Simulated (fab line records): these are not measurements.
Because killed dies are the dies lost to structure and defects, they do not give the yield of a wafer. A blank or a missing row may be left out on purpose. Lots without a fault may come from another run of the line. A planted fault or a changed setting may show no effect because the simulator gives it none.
Matching of chambers -- flow sky130 -- SKY_VIA3_CMP_24 on cmp-02: 4 sister chambers
The step polishes, stops on SiO2, t overpolish 20 s, target thk 0 nm. 27 wafers are shown with their chamber, then 12 later ones without.

== WAFERS PAIRED WITH THEIR CHAMBERS ==
wafer,chamber,motor current A (A),time to endpoint s (s),overpolish run s (s)
L076.4,2,12.6,93,20.002
L076.5,0,10.2,89,20.007
L076.6,3,8.3,89,20.005
L077.1,1,11.8,94,20.022
L077.4,3,8.8,85,19.988
L077.5,0,10.7,89,20.005
L078.3,1,12.2,100,20.004
L078.5,3,9.1,90,20.001
L078.6,2,12.9,94,20.000
L079.1,3,9.3,88,20.020
L079.3,1,12.1,101,20.004
L079.4,0,10.4,90,19.992
L080.1,3,8.6,91,20.004
L080.2,0,10.8,89,19.995
L080.4,1,11.8,104,20.014
L081.3,3,8.2,91,19.989
L081.5,1,11.8,102,19.999
L081.6,0,10.8,91,19.987
L082.1,3,8.7,89,19.996
L082.3,2,12.2,94,20.001
L082.5,0,10.1,90,20.001
L084.2,2,12.5,95,20.008
L084.3,0,9.8,91,19.999
L084.4,3,9.5,95,20.009
L087.1,2,13.1,97,20.004
L087.4,3,8.4,95,19.994
L087.5,3,8.7,93,20.001

SIGNATURES (means of the wafers above)
reading,chamber 0,chamber 1,chamber 2,chamber 3,scatter within a chamber
motor current A,10.400,11.940,12.660,8.760,0.372
time to endpoint s,89.86,100.20,94.60,90.60,2.63
overpolish run s,19.99800,20.00860,20.00300,20.00070,0.00814
Rule: for each reading, subtract the chamber's mean from the wafer's reading, divide by that reading's scatter and square the result; add these up over the readings and take the root, which gives the wafer's distance from the chamber. If the next closest chamber is less than 2 further off than the closest, the wafer can't be placed; otherwise it belongs to the closest. The scatter: take each reading less its chamber's mean, square it, sum over the shown wafers, divide by the number of wafers less the number of chambers, and take the root.

== WAFERS WITHOUT THEIR CHAMBER ==
wafer,motor current A (A),time to endpoint s (s),overpolish run s (s)
L088.2,8.7,93,20.002
L088.4,10.3,94,20.013
L088.6,12.7,97,20.002
L092.1,12.7,98,19.995
L092.2,11.6,108,20.018
L092.6,12.3,102,20.003
L093.3,10.0,88,19.986
L093.4,8.6,93,20.003
L093.5,13.1,92,19.998
L094.2,10.0,93,20.003
L094.4,13.1,99,20.007
L094.5,10.3,96,20.000

== WHICH CHAMBER EACH ONE RAN IN ==
wafer,from the rows above,in truth
L088.2,3,3
L088.4,0,0
L088.6,can't be placed: 2 or 1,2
L092.1,can't be placed: 2 or 1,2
L092.2,1,1
L092.6,can't be placed: 1 or 2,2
L093.3,can't be placed: 0 or 3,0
L093.4,3,3
L093.5,2,2
L094.2,can't be placed: 0 or 3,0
L094.4,can't be placed: 2 or 1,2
L094.5,0,0
Correctly placed: 6 of 12. Not placeable from these rows: 6 (in 6, the candidates include the true chamber). 0 placed wrongly.
